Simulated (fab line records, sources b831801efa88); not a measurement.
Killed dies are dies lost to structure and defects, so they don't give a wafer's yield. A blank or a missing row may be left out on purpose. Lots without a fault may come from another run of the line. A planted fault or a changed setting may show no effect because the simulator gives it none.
A struck lot beside a sound one | flow gf180mcu | 14 steps out of a route of 602
Sound: wafers L558.4, L558.5, L558.6. Struck: wafers L563.2, L563.3, L563.5. The cause comes at the end.
At each step with rows: each side's tool, then ch and its chambers, then its first start. Under that, the readings that differ: sound wafers | struck wafers | difference of the means | sigmas: that difference in standard deviations of wafers without a fault.
alike: readings whose means differ by less than 2 such deviations, and words and numbers that are the same on both sides. not compared: withheld readings, readings that some wafer has no value for, bounds like >300 that may hide the same value, and numbers for which the record gives no deviation and whose values overlap.
The two part at a step that has a row with sigmas, a row that says differs or no value, or rows on one side only. Numbers that don't overlap but have no deviation are shown without sigmas and don't part them. A reading that every wafer of one side lacks parts them only if that side has two wafers or more.

first, 1 step without rows for these wafers: GF_HV_LDD_DEVELOP_06 (develop time 60 s).
GF_HV_LDD_CD_MEAS_07: target cd 400 nm.
  sound on cd_sem-02, day 11 16:56; struck on cd_sem-02, day 13 10:04
  alike: cd_nm
GF_HV_LDD_OVL_MEAS_08:
  sound on overlay-02, day 11 17:01; struck on overlay-02, day 13 10:10
  alike: HV_LDD_OVL
then, 1 step without rows for these wafers: GF_HV_LDD_IMPLANT_09.
GF_HV_LDD_STRIP_10: strips in O2/N2.
  sound on plasma_asher-01 ch 0,1, day 11 17:13; struck on plasma_asher-01 ch 0,1, day 13 10:20
  alike: drypump_motor_current_A, heater_power_w, n2_flow_sccm, oes_product_au, strip_time_to_endpoint_s
  not compared: rf_hours_counter_h
GF_HV_LDD_TW_MEAS_11:
  sound on film_metro-03, day 11 17:19; struck on film_metro-03, day 13 10:27
  alike: HV_LDD_TW
then, 6 steps without rows for these wafers: GF_HV_LDD_DEHYDRATE_12 (time 60 s); GF_HV_LDD_HMDS_13 (prime time 60 s); GF_HV_LDD_COAT_14 (resist thk 1000 nm); GF_HV_LDD_SOFTBAKE_15 (time 60 s); GF_HV_LDD_EXPOSE_16 (exposes mask Pplus LV AREA, target cd 400 nm); GF_HV_LDD_PEB_17.
GF_HV_LDD_DEVELOP_18: develop time 60 s.
  sound on litho_track-02 ch 0, day 12 12:53; struck on litho_track-02, day 14 06:53
  no value came back on the struck wafers for chill_plate_temp_C (C), develop_time_s (s); on the sound wafers chill_plate_temp_C (C) reads 22.88 22.96 23.07
GF_HV_LDD_CD_MEAS_19: target cd 400 nm.
  sound on cd_sem-01, day 12 13:01; struck on cd_sem-01, day 14 07:01
  reading    | sound             | struck | difference                    | sigmas
  cd_nm (nm) | 401.8 399.9 398.2 | - - -  | no value on the struck wafers |

WHERE THEY PART
First at GF_HV_LDD_DEVELOP_18; last, within this record, at GF_HV_LDD_CD_MEAS_19.

WHY: what the simulator had put in
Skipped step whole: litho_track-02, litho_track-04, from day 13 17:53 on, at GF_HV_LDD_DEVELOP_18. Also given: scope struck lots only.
